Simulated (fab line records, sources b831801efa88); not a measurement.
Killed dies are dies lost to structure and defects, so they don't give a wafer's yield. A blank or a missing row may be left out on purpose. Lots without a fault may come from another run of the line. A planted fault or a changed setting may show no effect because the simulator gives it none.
Problem report in the 8D (eight disciplines) form, filled by code | flow gf180mcu | the parts of the form that need people (team, actions taken, sign-off) are left out

1. THE PROBLEM
VT_IMPLANT_03_OVL at GF_VT_IMPLANT_OVL_MEAS_40 reads a mean of -138.8 nm on 6 wafers of 2 lots; wafers without a fault read 0.7 nm with a standard deviation of 1.2. That is -99 or more standard deviations from the usual mean.
First seen on wafer L413.3, day 9 18:27, on overlay-01. The record holds 33 wafers of 11 lots with a number at this step. Rule for "out", or "out of limits": more than 4 standard deviations from the usual mean. The other wafers with a number count as sound.

2. WHAT IT IS AND WHAT IT IS NOT
question                    | is                     | is not
which readings at this step | VT_IMPLANT_03_OVL      | -
which lots                  | L413, L415             | L405, L406, L407, L408, L409, L420, L421, L422, L424
which wafers of those lots  | all that have a number | -
read on which gauges        | overlay-01, overlay-02 | -
when                        | from day 9 18:27       | up to then (15 sound wafers); but 12 sound wafers of L420, L421, L422, L424 came after

3. SUSPECTS, AND WHAT RULES EACH OUT
Counting: a tool at a process step up to the reading stays a suspect if it ran every lot that is out and no sound lot after the first of them.
- the gauge at GF_VT_IMPLANT_OVL_MEAS_40: ruled out. The wafers that are out were read on 2 gauges (overlay-01, overlay-02).
- iline_stepper-01 at GF_VT_IMPLANT_EXPOSE_37 (exposes mask Nwell HV AREA, target cd 860 nm): kept. It ran every lot that is out, first L413 (day 9 09:49), and no sound lot after that.
Left after counting: iline_stepper-01 at GF_VT_IMPLANT_EXPOSE_37.

4. THE CAUSE (what the simulator had put in)
Scanner matching overlay: iline_stepper-01, from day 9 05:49 on, at GF_VT_IMPLANT_EXPOSE_37. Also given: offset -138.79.
Counting left only this tool.

5. THE CHAIN OF EFFECTS, in route order
Each row: a reading whose mean over the struck wafers that have a number lies more than 3 standard deviations from the usual. Only readings for which the record gives a usual standard deviation are gone through. hours: the time from each lot's start at the first step in this table that gives one to its start at this step, as a median over the lots. sigmas: the change in usual standard deviations.
hours | step                      | reading           | usual  | on struck wafers | change | sigmas
0     | GF_VT_IMPLANT_OVL_MEAS_40 | VT_IMPLANT_03_OVL | 0.7 nm | -138.8           | -139.4 | -99 or more
Later measuring or inspecting steps at which every struck wafer that the step has a row for has a number for every such reading, and none has moved that far: GF_V2_THK_MEAS_03.

6. WHAT WOULD HAVE CAUGHT IT SOONER
In this record the first reading out of limits at a measuring or inspecting step was taken at day 9 18:27, 13 hours after the fault began at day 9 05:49.
Of the lots that are out (2), L415 began GF_VT_IMPLANT_EXPOSE_37 on iline_stepper-01 after day 9 18:27. A hold on the tool at that time would have spared it.
